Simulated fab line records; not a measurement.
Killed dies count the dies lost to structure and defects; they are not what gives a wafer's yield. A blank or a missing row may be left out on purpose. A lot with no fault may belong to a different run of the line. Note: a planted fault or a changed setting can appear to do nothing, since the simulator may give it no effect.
fab line records	flow sky130
record: lots: 6	wafers: 18	last-day: 50
route steps=708 shown PWDE@53 NWELL@56 PAD_OPEN@708
lots that met no fault: taken from a fault-free run of the same line
start-h: the number of hours between the record's first day and the start of the first shown wafer of the lot	wait-h: how many hours have passed since the lot's step before this one	" the same as in the row above	L1.1+2: a single row standing in for several wafers	- value missing, or start not given	* or withheld: withheld	< > ~ a bound
route shown NAME@n: a module of which the file shows steps, and the number in the route of the first	usual: mean/standard deviation taken from wafers without a fault	same: alike in all rows	chamber/n: place in a boat	sites: readings site by site	_std_site: standard deviation across them	_edge_site: mean of outer sites minus mean of inner sites	radius-mm: for every site, how far away it sits from the centre of the wafer	mask NAME#n: copy n	behind: tool/chamber where the wafer was last shaped	hold: why the lot went on hold/how many hours it stayed there/how the hold came to an end	device: the transistor (n, p or np) that didn't switch	end of line: the tests these same wafers got at the end of their route	a step given without rows: its recipe and nothing more	killed: not the wafer's yield, but the dies lost to structure and defects at the first sort	map: a wafer's dies, x killed, . not, _ none there
set.NAME: setting as actually run; set.NAME@STEP: the setting as run at that earlier step	model.NAME: the simulator's own value behind a step, which no gauge read
lots seen at some steps along the route; tables by step, rows by wafer
services: the hour from which a tool's chamber was out of use, counted from the record's first day as start-h (under 0 if before that day), plus the number of hours and why
== steps ==
step: SKY_PWDE_IMPLANT_08
recipe: species: B	energy-kev: 148.6	dose-cm2: 3.6e+12	tilt-deg: withheld
step: SKY_PWDE_STRIP_09
recipe: chemistry: O2/N2	power-w: 1400	pressure-mtorr: 1500	platen-temp-c: withheld	o2-flow-sccm: 3000	n2-flow-sccm: 300	overash-fraction: 0.5
usual: chamber-pressure-mTorr: 1499.8/1.3	drypump-motor-current-A: 6.0/0.32	n2-flow-sccm: 300.0/0.92	oes-product-au: 0.723/0.0048	strip-time-to-endpoint-s: 36.94/0.094
lot.wafer	tool	chamber	start-h	wait-h	chamber-pressure-mTorr	drypump-motor-current-A	n2-flow-sccm	oes-product-au	rf-hours-counter-h	strip-time-to-endpoint-s
L198.1	plasma-asher-03	1	85.46	0.1	1499.7	6.5	299.1	0.723	41	36.87
L198.3	"	1	"	"	1500.5	6.5	300.3	0.729	-	36.79
L198.6	"	0	"	"	1499.4	5.9	298.6	0.715	-	36.73
L206.2	plasma-asher-04	1	137.29	0.1	1499.2	6.1	299.6	0.720	42	36.96
L206.3	"	0	"	"	1499.3	6.0	300.2	0.717	-	36.96
L206.6	"	0	"	"	1501.7	6.0	300.3	0.729	-	36.91
L207.2	plasma-asher-03	1	139.85	0.1	1499.9	6.5	300.1	0.725	2	36.89
L207.4	"	1	"	"	1499.1	6.5	301.1	0.722	-	36.94
L207.5	"	1	"	"	1497.7	6.5	301.2	0.722	-	36.70
L208.2	plasma-asher-03	1	145.06	0.1	1498.7	6.6	299.2	0.717	3	36.80
L208.3	"	0	"	"	1500.1	5.8	298.9	0.722	-	36.74
L208.6	"	0	"	"	1498.5	5.8	300.1	0.719	-	36.78
L217.2	plasma-asher-03	0	205.36	0.1	1501.2	5.8	298.2	0.720	8	36.91
L217.4	"	1	"	"	1497.7	6.5	302.1	0.726	-	36.91
L217.6	"	0	"	"	1501.0	5.9	299.4	0.729	-	36.96
L218.1	plasma-asher-02	0	205.71	0.1	1501.8	5.9	301.2	0.718	39	37.00
L218.2	"	1	"	"	1499.1	5.5	300.8	0.722	39	36.99
L218.6	"	1	"	"	1502.7	5.5	299.5	0.727	-	37.06
step: SKY_PWDE_TW_MEAS_10
usual: PWDE_TW: 374.5/2.2
lot.wafer	tool	chamber	start-h	wait-h	PWDE_TW
L198.1	film-metro-02	-	85.56	0.1	371.4
L198.3	"	-	"	"	372.0
L198.6	"	-	"	"	371.8
L206.2	film-metro-02	-	137.40	0.1	373.1
L206.3	"	-	"	"	373.4
L206.6	"	-	"	"	375.1
L207.2	film-metro-04	-	139.96	0.1	377.8
L207.4	"	-	"	"	376.5
L207.5	"	-	"	"	376.7
L208.2	film-metro-02	-	145.17	0.1	372.5
L208.3	"	-	"	"	371.5
L208.6	"	-	"	"	372.0
L217.2	film-metro-04	-	205.47	0.1	374.3
L217.4	"	-	"	"	375.1
L217.6	"	-	"	"	372.6
L218.1	film-metro-03	-	205.81	0.1	375.8
L218.2	"	-	"	"	375.6
L218.6	"	-	"	"	376.5
step: SKY_NWELL_DEHYDRATE_03
recipe: temp-c: 200	time-s: 60
step: SKY_NWELL_HMDS_04
recipe: prime-time-s: 60	prime-temp-c: 120
step: SKY_NWELL_COAT_05
recipe: spin-rpm: 2000	resist-thk-nm: 3000
step: SKY_NWELL_SOFTBAKE_06
recipe: temp-c: 110	time-s: withheld
step: SKY_NWELL_EXPOSE_07
recipe: mask-id: NWM	na: 0.6	source-shape: conventional	sigma-outer: 0.6	polarization: unpolarized	target-cd-nm: 840	dose-mj: 255
step: SKY_NWELL_PEB_08
recipe: temp-c: 115	time-s: withheld
step: SKY_NWELL_DEVELOP_09
recipe: wall-angle-deg: 90	developer: TMAH	develop-time-s: 60	dev-temp-c: 23
step: SKY_NWELL_OVL_MEAS_10
usual: NWELL_00_OVL: 0.2/1.2
lot.wafer	tool	chamber	start-h	wait-h	NWELL_00_OVL[nm]
L198.1	overlay-01	-	103.02	-	-0.5
L198.3	"	-	"	"	-0.5
L198.6	"	-	"	"	-0.6
L206.2	overlay-01	-	155.83	-	-1.9
L206.3	"	-	"	"	-1.6
L206.6	"	-	"	"	-2.0
L207.2	overlay-01	-	159.39	-	0.0
L207.4	"	-	"	"	-1.2
L207.5	"	-	"	"	-0.3
L208.2	overlay-02	-	163.88	-	1.5
L208.3	"	-	"	"	1.3
L208.6	"	-	"	"	-0.9
L217.2	overlay-02	-	227.48	-	-1.2
L217.4	"	-	"	"	0.8
L217.6	"	-	"	"	1.5
L218.1	overlay-02	-	227.82	-	2.1
L218.2	"	-	"	"	1.4
L218.6	"	-	"	"	0.9
step: SKY_NWELL_IMPLANT_11
recipe: species: P	energy-kev: 400	dose-cm2: 1.9e+13	tilt-deg: withheld
step: SKY_NWELL_IMPLANT_12
recipe: species: P	energy-kev: 120	dose-cm2: 1.3e+12	tilt-deg: withheld
usual: dose-ions-cm2: 1.3002e+12/1.6e+09	faraday-current-uA: 7.32/0.16
lot.wafer	tool	chamber	start-h	wait-h	dose-ions-cm2	faraday-current-uA
L198.1	implanter-03	0	103.21	0.1	1.3004e+12	7.81
L198.3	"	0	"	"	1.3016e+12	7.30
L198.6	"	0	"	"	1.2986e+12	7.20
L206.2	implanter-02	0	156.04	0.1	2.4901e+12	13.58
L206.3	"	0	"	"	2.49e+12	13.99
L206.6	"	0	"	"	2.489e+12	13.86
L207.2	implanter-01	0	159.59	0.1	1.2994e+12	7.22
L207.4	"	0	"	"	1.3004e+12	7.36
L207.5	"	0	"	"	1.2995e+12	7.58
L208.2	implanter-02	0	164.09	0.1	2.4855e+12	14.14
L208.3	"	0	"	"	2.4869e+12	14.32
L208.6	"	0	"	"	2.4898e+12	13.84
L217.2	implanter-02	0	227.69	0.1	1.2987e+12	7.22
L217.4	"	0	"	"	1.3014e+12	7.38
L217.6	"	0	"	"	1.3015e+12	7.43
L218.1	implanter-03	0	228.01	0.1	1.3008e+12	7.14
L218.2	"	0	"	"	1.3008e+12	7.45
L218.6	"	0	"	"	1.2996e+12	6.97
step: SKY_NWELL_IMPLANT_13
recipe: species: P	energy-kev: 50	dose-cm2: 7e+11	tilt-deg: withheld
step: SKY_NWELL_STRIP_14
recipe: chemistry: O2/N2	power-w: 1400	pressure-mtorr: 1500	platen-temp-c: withheld	o2-flow-sccm: 3000	n2-flow-sccm: 300	overash-fraction: 0.5
usual: chamber-pressure-mTorr: 1500.0/1.3	drypump-motor-current-A: 5.6/0.4	n2-flow-sccm: 300.1/0.93	oes-product-au: 0.722/0.0043	strip-time-to-endpoint-s: 36.92/0.087
lot.wafer	tool	chamber	start-h	wait-h	chamber-pressure-mTorr	drypump-motor-current-A	n2-flow-sccm	oes-product-au	rf-hours-counter-h	strip-time-to-endpoint-s
L198.1	plasma-asher-01	0	103.51	0.1	1499.1	5.2	297.8	0.724	42	36.89
L198.3	"	1	"	"	1498.4	5.2	299.2	0.722	-	36.98
L198.6	"	0	"	"	1498.2	5.2	298.6	0.721	-	37.03
L206.2	plasma-asher-01	0	156.31	0.1	1499.7	5.2	300.1	0.727	46	36.94
L206.3	"	0	"	"	1499.0	5.3	300.8	0.732	-	37.03
L206.6	"	1	"	"	1499.7	5.2	300.0	0.717	-	37.02
L207.2	plasma-asher-01	1	159.87	0.1	1500.2	5.2	299.2	0.722	47	37.04
L207.4	"	1	"	"	1498.6	5.2	299.1	0.716	-	36.98
L207.5	"	1	"	"	1499.8	5.2	298.3	0.719	-	37.07
L208.2	plasma-asher-02	1	164.36	0.1	1500.4	5.5	301.2	0.719	36	36.84
L208.3	"	0	"	"	1500.8	5.9	299.5	0.722	-	36.80
L208.6	"	0	"	"	1501.0	5.9	299.9	0.724	-	36.78
L217.2	plasma-asher-01	1	227.96	0.1	1498.1	5.2	300.1	0.717	53	36.74
L217.4	"	0	"	"	1500.0	5.2	299.6	0.720	-	36.86
L217.6	"	1	"	"	1499.6	5.2	300.1	0.713	-	36.84
L218.1	plasma-asher-02	0	228.31	0.1	1500.4	5.8	299.2	0.726	41	37.01
L218.2	"	1	"	"	1498.4	5.4	301.3	0.723	41	37.00
L218.6	"	1	"	"	1499.8	5.5	301.5	0.723	-	37.02
step: SKY_NWELL_TW_MEAS_15
usual: NWELL_TW: 1826/11
lot.wafer	tool	chamber	start-h	wait-h	NWELL_TW
L198.1	film-metro-03	-	103.61	0.1	1833
L198.3	"	-	"	"	1838
L198.6	"	-	"	"	1830
L206.2	film-metro-02	-	156.42	0.1	1828
L206.3	"	-	"	"	1823
L206.6	"	-	"	"	1829
L207.2	film-metro-03	-	159.98	0.1	1831
L207.4	"	-	"	"	1837
L207.5	"	-	"	"	1827
L208.2	film-metro-04	-	164.47	0.1	1853
L208.3	"	-	"	"	1866
L208.6	"	-	"	"	1857
L217.2	film-metro-04	-	228.07	0.1	1846
L217.4	"	-	"	"	1836
L217.6	"	-	"	"	1838
L218.1	film-metro-02	-	228.41	0.1	1818
L218.2	"	-	"	"	1823
L218.6	"	-	"	"	1824
step: SKY_NWELL_DEHYDRATE_16
recipe: temp-c: 200	time-s: 60
step: SKY_NWELL_HMDS_17
recipe: prime-time-s: 60	prime-temp-c: 120
step: SKY_NWELL_COAT_18
recipe: spin-rpm: 2000	resist-thk-nm: 3000
step: SKY_NWELL_SOFTBAKE_19
recipe: temp-c: 110	time-s: withheld
step: SKY_NWELL_EXPOSE_20
recipe: mask-id: NWM_COMPLEMENT	na: 0.6	source-shape: conventional	sigma-outer: 0.6	polarization: unpolarized	target-cd-nm: 840	dose-mj: 260
step: SKY_NWELL_PEB_21
recipe: temp-c: 115	time-s: withheld
step: SKY_NWELL_DEVELOP_22
recipe: wall-angle-deg: 90	developer: TMAH	develop-time-s: 60	dev-temp-c: 23
step: SKY_NWELL_OVL_MEAS_23
usual: NWELL_01_OVL: 0.3/1.3
lot.wafer	tool	chamber	start-h	wait-h	NWELL_01_OVL[nm]
L198.1	overlay-02	-	121.98	-	-0.1
L198.3	"	-	"	"	0.1
L198.6	"	-	"	"	2.1
L206.2	overlay-01	-	175.88	-	0.0
L206.3	"	-	"	"	-1.7
L206.6	"	-	"	"	0.0
L207.2	overlay-01	-	178.68	-	1.0
L207.4	"	-	"	"	1.9
L207.5	"	-	"	"	2.0
L208.2	overlay-01	-	185.34	-	-0.9
L208.3	"	-	"	"	1.3
L208.6	"	-	"	"	-0.4
L217.2	overlay-02	-	251.43	-	0.9
L217.4	"	-	"	"	1.2
L217.6	"	-	"	"	2.1
L218.1	overlay-01	-	251.67	-	-0.5
L218.2	"	-	"	"	-1.2
L218.6	"	-	"	"	-0.1
step: SKY_NWELL_IMPLANT_24
recipe: species: B	energy-kev: 140	dose-cm2: 9.2e+12	tilt-deg: withheld
step: SKY_NWELL_STRIP_25
recipe: chemistry: O2/N2	power-w: 1400	pressure-mtorr: 1500	platen-temp-c: withheld	o2-flow-sccm: 3000	n2-flow-sccm: 300	overash-fraction: 0.5
usual: chamber-pressure-mTorr: 1500.0/1.5	drypump-motor-current-A: 5.6/0.37	n2-flow-sccm: 300.1/0.92	oes-product-au: 0.722/0.0047	strip-time-to-endpoint-s: 36.95/0.13
lot.wafer	tool	chamber	start-h	wait-h	chamber-pressure-mTorr	drypump-motor-current-A	n2-flow-sccm	oes-product-au	rf-hours-counter-h	strip-time-to-endpoint-s
L198.1	plasma-asher-01	1	122.17	0.1	1499.2	5.2	299.4	0.726	43	37.01
L198.3	"	1	"	"	1499.3	5.2	299.7	0.720	-	37.02
L198.6	"	0	"	"	1500.8	5.2	301.4	0.717	-	37.14
L206.2	plasma-asher-01	0	176.06	0.1	1499.8	5.3	299.6	0.721	48	37.08
L206.3	"	0	"	"	1498.0	5.2	298.6	0.722	-	37.22
L206.6	"	0	"	"	1499.9	5.2	299.0	0.716	-	37.17
L207.2	plasma-asher-04	0	178.86	0.1	1498.6	6.1	299.6	0.718	46	37.02
L207.4	"	0	"	"	1498.8	6.0	300.0	0.718	-	37.04
L207.5	"	1	"	"	1500.8	6.0	299.0	0.725	-	36.98
L208.2	plasma-asher-01	0	185.52	0.1	1500.3	5.2	300.1	0.717	50	37.04
L208.3	"	0	"	"	1502.1	5.3	301.2	0.716	-	36.94
L208.6	"	0	"	"	1499.0	5.2	301.1	0.728	-	36.98
L217.2	plasma-asher-04	1	251.61	0.1	1497.5	6.0	300.5	0.731	53	36.99
L217.4	"	0	"	"	1500.2	6.1	300.2	0.721	-	37.06
L217.6	"	1	"	"	1498.3	6.0	301.5	0.721	-	37.05
L218.1	plasma-asher-01	0	251.86	0.1	1501.4	5.2	300.6	0.718	56	36.87
L218.2	"	1	"	"	1499.8	5.2	300.4	0.726	56	37.00
L218.6	"	0	"	"	1498.3	5.2	299.9	0.719	-	37.01
step: SKY_NWELL_TW_MEAS_26
usual: NWELL_2_TW: 498/3.1
lot.wafer	tool	chamber	start-h	wait-h	NWELL_2_TW
L198.1	film-metro-02	-	122.27	0.1	494
L198.3	"	-	"	"	495
L198.6	"	-	"	"	498
L206.2	film-metro-04	-	176.17	0.1	500
L206.3	"	-	"	"	501
L206.6	"	-	"	"	500
L207.2	film-metro-02	-	178.97	0.1	498
L207.4	"	-	"	"	500
L207.5	"	-	"	"	498
L208.2	film-metro-04	-	185.63	0.1	502
L208.3	"	-	"	"	500
L208.6	"	-	"	"	500
L217.2	film-metro-03	-	251.72	0.1	495
L217.4	"	-	"	"	499
L217.6	"	-	"	"	496
L218.1	film-metro-04	-	251.96	0.1	500
L218.2	"	-	"	"	498
L218.6	"	-	"	"	496
step: SKY_NWELL_CLEAN_27
recipe: chemistry: SC1/SC2	mix: 1:4:20	temp-c: 70	time-s: 150	dry: n2-spin
step: SKY_NWELL_RTA_28
recipe: temp-c: 1050	time-s: 30	idle-temp-c: 650	ramp-up-c-per-s: 150	ramp-down-c-per-s: 90	ambient: N2
usual: lamp-power-pct: 25.31/0.056	wafer_temp_C_max: 1054.9/1.1
lot.wafer	tool	chamber	start-h	wait-h	lamp-power-pct	wafer_temp_C_max
L198.1	rtp-anneal-02	0	122.38	0.0	25.31	1054.2
L198.3	"	0	"	"	25.36	1058.0
L198.6	"	0	"	"	25.38	1053.9
L206.2	rtp-anneal-02	0	176.29	0.0	25.35	1054.7
L206.3	"	0	"	"	25.23	1054.3
L206.6	"	0	"	"	25.37	1052.6
L207.2	rtp-anneal-01	0	179.08	0.0	25.32	1054.5
L207.4	"	0	"	"	25.31	1054.2
L207.5	"	0	"	"	25.27	1053.7
L208.2	rtp-anneal-02	0	185.74	0.0	25.27	1055.2
L208.3	"	0	"	"	25.37	1054.7
L208.6	"	0	"	"	25.28	1054.0
L217.2	rtp-anneal-01	0	251.83	0.0	25.34	1055.7
L217.4	"	0	"	"	25.21	1054.5
L217.6	"	0	"	"	25.41	1055.7
L218.1	rtp-anneal-02	0	252.07	0.0	25.38	1057.5
L218.2	"	0	"	"	25.32	1054.1
L218.6	"	0	"	"	25.27	1054.8
step: SKY_NWELL_RS_MEAS_29
recipe: thk-meas-gauge: four-point-probe
usual: NWELL_RS: 624.8/1.5
lot.wafer	tool	chamber	start-h	wait-h	hold	NWELL_RS[ohm/sq]
L198.1	film-metro-03	-	122.48	0.1	-	622.6
L198.3	"	-	"	"	-	624.4
L198.6	"	-	"	"	-	623.2
L206.2	film-metro-04	-	176.39	0.1	await-dispo/0.2h/release	594.6
L206.3	"	-	"	"	await-dispo/0.2h/release	594.4
L206.6	"	-	"	"	await-dispo/0.2h/release	595.1
L206.2	film-metro-04	-	176.75	0.3	-	595.0
L206.3	"	-	"	"	-	595.7
L206.6	"	-	"	"	-	594.5
L207.2	film-metro-02	-	179.19	0.1	-	625.0
L207.4	"	-	"	"	-	624.3
L207.5	"	-	"	"	-	626.1
L208.2	film-metro-03	-	185.85	0.1	await-dispo/0.2h/release	596.5
L208.3	"	-	"	"	await-dispo/0.2h/release	595.8
L208.6	"	-	"	"	await-dispo/0.2h/release	596.7
L208.2	film-metro-03	-	186.21	0.3	-	595.2
L208.3	"	-	"	"	-	597.6
L208.6	"	-	"	"	-	597.6
L217.2	film-metro-02	-	251.94	0.1	-	625.4
L217.4	"	-	"	"	-	625.8
L217.6	"	-	"	"	-	626.0
L218.1	film-metro-04	-	252.27	0.2	-	623.9
L218.2	"	-	"	"	-	623.0
L218.6	"	-	"	"	-	625.5
step: SKY_PAD_OPEN_PROBE_99
usual: killed_at_M0_to_M3: 42/6.9	killed_at_M4_up: 3.2/1.7	killed-at-contacts: 25/5.1	killed-at-front-end: 15/4.5	killed-at-other: 0.4/0.63	killed-dies: 86/9.3	killed-on-rim: 17/3.9	killed-open: 46/7	killed-short: 39/6.9
same: gross-dies: 492	killed-at-back-side: 0
lot.wafer	tool	chamber	start-h	wait-h	killed_at_M0_to_M3	killed_at_M4_up	killed-at-contacts	killed-at-front-end	killed-at-other	killed-dies	killed-on-rim	killed-open	killed-short	model.etest.pfet_16v.r-on-ohm-um	model.etest.nfet_16v.r-on-ohm-um	model.etest.pfet-g5v0d10v5.r-on-ohm-um	model.etest.tip-p.rs-ohm-sq	model.etest.tip_p_5v.rs-ohm-sq	model.etest.pfet-g5v0d10v5.drive-ua-um	model.etest.pfet_01v8_lvt.drive-ua-um	model.etest.pfet_16v.drive-ua-um
L198.1	prober-02	-	1096.49	0.1	51	5	26	18	0	100	22	58	42	1.562e+04	1.411e+04	4850	6874	2877	336.9	168.7	237.4
L198.3	prober-02	-	1096.59	0.2	46	4	31	19	0	100	21	54	46	1.553e+04	1.4e+04	4784	6902	2892	337	174.5	238.3
L198.6	prober-02	-	1096.74	0.2	49	3	23	21	1	97	20	52	45	1.541e+04	1.41e+04	4798	6875	2894	337.2	174	240.4
L207.2	prober-01	-	1149.68	0.1	32	4	25	13	2	76	15	39	37	1.478e+04	1.36e+04	4659	6941	2865	348.4	175.3	250.3
L207.4	prober-01	-	1149.78	0.2	38	3	23	16	0	80	20	47	33	1.506e+04	1.364e+04	4779	6885	2854	341.5	171.9	247.5
L207.5	prober-01	-	1149.83	0.2	42	2	23	12	1	80	20	47	33	1.472e+04	1.359e+04	4733	6889	2852	344	173.3	251.4
L206.2	prober-02	-	1153.58	0.1	39	4	25	21	0	89	17	47	42	1.562e+04	1.328e+04	5032	7076	3036	314.4	153.4	225.8
L206.3	prober-02	-	1153.63	0.2	51	2	26	14	0	93	18	40	52	1.541e+04	1.333e+04	5121	7123	3056	309.8	152	225.9
L206.6	prober-02	-	1153.78	0.2	34	3	33	22	1	93	22	37	55	1.576e+04	1.339e+04	5150	7124	3025	303.9	150.3	220.3
L208.2	prober-01	-	1161.58	0.1	35	2	24	24	0	85	16	42	43	1.587e+04	1.324e+04	5165	7140	3079	304.8	147.2	219.8
L208.3	prober-01	-	1161.63	0.2	36	4	27	20	0	87	14	43	44	1.613e+04	1.339e+04	5146	7079	3085	306.6	148.9	218.8
L208.6	prober-01	-	1161.78	0.2	35	2	23	9	1	70	13	34	36	1.552e+04	1.338e+04	5172	7089	3105	304.4	148.9	220.3
L218.1	prober-02	-	1206.99	0.1	39	2	34	11	1	87	18	39	47	1.539e+04	1.382e+04	4795	6843	2907	341.6	172.5	242.6
L218.2	prober-02	-	1207.04	0.1	47	3	29	8	0	87	18	46	41	1.508e+04	1.369e+04	4670	6888	2890	349.1	176.7	246.5
L218.6	prober-02	-	1207.24	0.2	43	4	11	11	0	69	13	42	27	1.488e+04	1.367e+04	4734	6863	2897	343.6	173.6	246.4
L217.2	prober-01	-	1208.08	0.1	47	2	30	13	0	92	18	53	39	1.504e+04	1.409e+04	4797	6871	2858	339.9	175.5	246.3
L217.4	prober-01	-	1208.18	0.2	46	4	28	7	0	85	19	40	45	1.455e+04	1.411e+04	4793	6801	2870	333.8	175.4	247.4
L217.6	prober-01	-	1208.28	0.2	45	2	27	22	0	96	18	48	48	1.465e+04	1.406e+04	4762	6814	2896	338.3	176.6	248.5
killed by level:class
L198.1 VIA1:geometric-particle:open=16 LI_CONTACT:geometric-particle:open=10 VIA3:geometric-particle:open=9 CONTACT:geometric-particle:short=7 VIA2:geometric-particle:open=5 CONTACT:geometric-particle:open=5 METAL2:geometric-particle:short=5 METAL1:geometric-particle:short=5
L198.3 CONTACT:geometric-particle:open=13 VIA1:geometric-particle:open=12 CONTACT:geometric-particle:short=8 POLY_GATE:geometric-particle:open=5 METAL1:geometric-particle:short=5 METAL2:geometric-particle:short=5 VIA2:geometric-particle:open=5 VIA3:geometric-particle:open=5
L198.6 VIA1:geometric-particle:open=11 LI_CONTACT:geometric-particle:open=10 FIELD_ISO:geometric-particle:open=6 CONTACT:geometric-particle:open=6 METAL2:geometric-particle:short=6 POLY_GATE:geometric-particle:short=5 METAL1:geometric-particle:short=5 VIA1:geometric-particle:short=4
L207.2 VIA1:geometric-particle:open=11 CONTACT:geometric-particle:short=7 LI_CONTACT:geometric-particle:open=6 VIA3:geometric-particle:open=6 LOCAL_INTERCONNECT:geometric-particle:short=5 FIELD_ISO:geometric-particle:short=4 CONTACT:geometric-particle:open=4 VIA1:geometric-particle:short=4
L207.4 VIA1:geometric-particle:open=9 LI_CONTACT:geometric-particle:open=7 CONTACT:geometric-particle:open=7 FIELD_ISO:geometric-particle:open=6 VIA2:geometric-particle:open=6 FIELD_ISO:geometric-particle:short=5 LOCAL_INTERCONNECT:geometric-particle:short=5 VIA1:geometric-particle:short=5
L207.5 LI_CONTACT:geometric-particle:open=10 VIA1:geometric-particle:open=10 FIELD_ISO:geometric-particle:open=7 VIA1:geometric-particle:short=7 VIA3:geometric-particle:open=6 CONTACT:geometric-particle:open=5 CONTACT:geometric-particle:short=4 METAL1:geometric-particle:short=4
L206.2 CONTACT:geometric-particle:short=10 VIA1:geometric-particle:open=9 FIELD_ISO:geometric-particle:short=7 LI_CONTACT:geometric-particle:open=7 VIA2:geometric-particle:open=7 VIA3:geometric-particle:open=7 FIELD_ISO:geometric-particle:open=6 METAL1:geometric-particle:short=6
L206.3 CONTACT:geometric-particle:open=8 METAL1:geometric-particle:short=8 VIA1:geometric-particle:open=8 LOCAL_INTERCONNECT:geometric-particle:short=7 METAL2:geometric-particle:short=7 VIA2:geometric-particle:open=6 VIA1:geometric-particle:short=5 VIA3:geometric-particle:open=5
L206.6 CONTACT:geometric-particle:open=10 LOCAL_INTERCONNECT:geometric-particle:short=10 METAL1:geometric-particle:short=8 FIELD_ISO:geometric-particle:short=7 METAL3:geometric-particle:short=7 POLY_GATE:geometric-particle:short=5 POLY_GATE:geometric-particle:open=4 VIA3:geometric-particle:open=4
L208.2 VIA1:geometric-particle:short=8 FIELD_ISO:geometric-particle:short=7 CONTACT:geometric-particle:open=7 VIA1:geometric-particle:open=7 FIELD_ISO:geometric-particle:open=6 LI_CONTACT:geometric-particle:short=5 METAL1:geometric-particle:short=5 VIA3:geometric-particle:open=5
L208.3 CONTACT:geometric-particle:open=17 VIA1:geometric-particle:short=7 METAL2:geometric-particle:short=7 FIELD_ISO:geometric-particle:short=6 VIA1:geometric-particle:open=6 CONTACT:geometric-particle:short=5 POLY_GATE:geometric-particle:open=4 LI_CONTACT:geometric-particle:open=4
L208.6 CONTACT:geometric-particle:open=10 VIA2:geometric-particle:open=8 LI_CONTACT:geometric-particle:open=6 VIA1:geometric-particle:short=6 CONTACT:geometric-particle:short=5 METAL2:geometric-particle:short=5 VIA2:geometric-particle:short=5 METAL3:geometric-particle:short=4
L218.1 CONTACT:geometric-particle:short=11 VIA1:geometric-particle:open=10 CONTACT:geometric-particle:open=9 METAL1:geometric-particle:short=8 LI_CONTACT:geometric-particle:short=5 VIA2:geometric-particle:open=5 LI_CONTACT:geometric-particle:open=4 LOCAL_INTERCONNECT:geometric-particle:short=4
L218.2 CONTACT:geometric-particle:open=13 VIA3:geometric-particle:short=8 VIA1:geometric-particle:open=7 CONTACT:geometric-particle:short=6 POLY_GATE:geometric-particle:open=5 VIA3:geometric-particle:open=5 LI_CONTACT:geometric-particle:open=4 LOCAL_INTERCONNECT:geometric-particle:short=4
L218.6 VIA1:geometric-particle:open=13 CONTACT:geometric-particle:open=7 METAL1:geometric-particle:short=7 VIA2:geometric-particle:open=5 VIA3:geometric-particle:open=5 FIELD_ISO:geometric-particle:open=3 POLY_GATE:geometric-particle:open=3 VIA3:geometric-particle:short=3
L217.2 VIA1:geometric-particle:open=15 CONTACT:geometric-particle:short=9 CONTACT:geometric-particle:open=8 METAL1:geometric-particle:short=8 LI_CONTACT:geometric-particle:open=7 VIA3:geometric-particle:open=6 VIA2:geometric-particle:open=4 POLY_GATE:geometric-particle:open=3
L217.4 VIA1:geometric-particle:open=12 LI_CONTACT:geometric-particle:open=7 CONTACT:geometric-particle:short=6 METAL1:geometric-particle:short=6 CONTACT:geometric-particle:open=6 LOCAL_INTERCONNECT:geometric-particle:short=6 VIA1:geometric-particle:short=6 METAL2:geometric-particle:short=6
L217.6 VIA1:geometric-particle:open=11 LOCAL_INTERCONNECT:geometric-particle:short=8 LI_CONTACT:geometric-particle:open=7 CONTACT:geometric-particle:short=7 METAL1:geometric-particle:short=7 POLY_GATE:geometric-particle:short=6 VIA3:geometric-particle:open=6 CONTACT:geometric-particle:open=5
== services ==
tool	chamber	start-h	hours	kind
plasma-asher-04	-	90.46	3.3	repair
plasma-asher-01	-	94.15	0.7	repair
plasma-asher-01	-	106.33	10.0	pm
implanter-02	-	107.39	20.7	pm
plasma-asher-03	-	108.75	9.0	pm
plasma-asher-03	0	108.75	9.0	vent-cycle
plasma-asher-03	1	108.75	9.0	vent-cycle
plasma-asher-03	0	117.75	-	clean
plasma-asher-03	1	117.75	-	clean
implanter-02	-	137.90	0.8	repair
plasma-asher-03	-	154.01	2.8	pm
plasma-asher-02	-	170.95	0.4	repair
implanter-02	-	208.79	6.6	repair
implanter-03	-	213.38	4.4	pm
implanter-02	-	229.00	9.7	repair
plasma-asher-03	-	239.51	0.7	repair
implanter-02	-	239.78	6.4	pm
== key ==
first-sign: step: SKY_NWELL_IMPLANT_12	reading: dose-ions-cm2	direction: up	sigmas: 99+	usual: *	struck: *
effect: step: SKY_NWELL_IMPLANT_12	reading: faraday-current-uA	direction: up	sigmas: 41	usual: 7.32	struck: 13.95
effect: step: SKY_NWELL_TW_MEAS_15	reading: NWELL_TW	direction: up	sigmas: 1.5	usual: 1826	struck: 1843
effect: step: SKY_NWELL_RS_MEAS_29	reading: visit	direction: added
effect: step: SKY_NWELL_RS_MEAS_29	reading: NWELL_RS	direction: down	sigmas: 19	usual: 624.8	struck: 595.5
model-effect: step: SKY_PAD_OPEN_PROBE_99	value: etest.pfet_16v.r-on-ohm-um	without: 1.507e+04	struck: 1.572e+04
met-at SKY_NWELL_IMPLANT_12
struck-wafers L206.2,L206.3,L206.6,L208.2,L208.3,L208.6
tester-left-out L206,L208
fault: kind: process-parameter-drift	tool: implanter-02	chamber: -	onset-h: 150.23	steps: SKY_NWELL_IMPLANT_12	channel: dose-cm2	offset: *	shape: step	end-h: 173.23	acts-in: *	stated: *
tester-left-out: of these lots the tester's yield and bins aren't shown, on N5 and GAA mostly nor the transistor test; their killed dies are dies lost to structure and defects alone, not to doping, threshold or leakage, so they don't give the yield
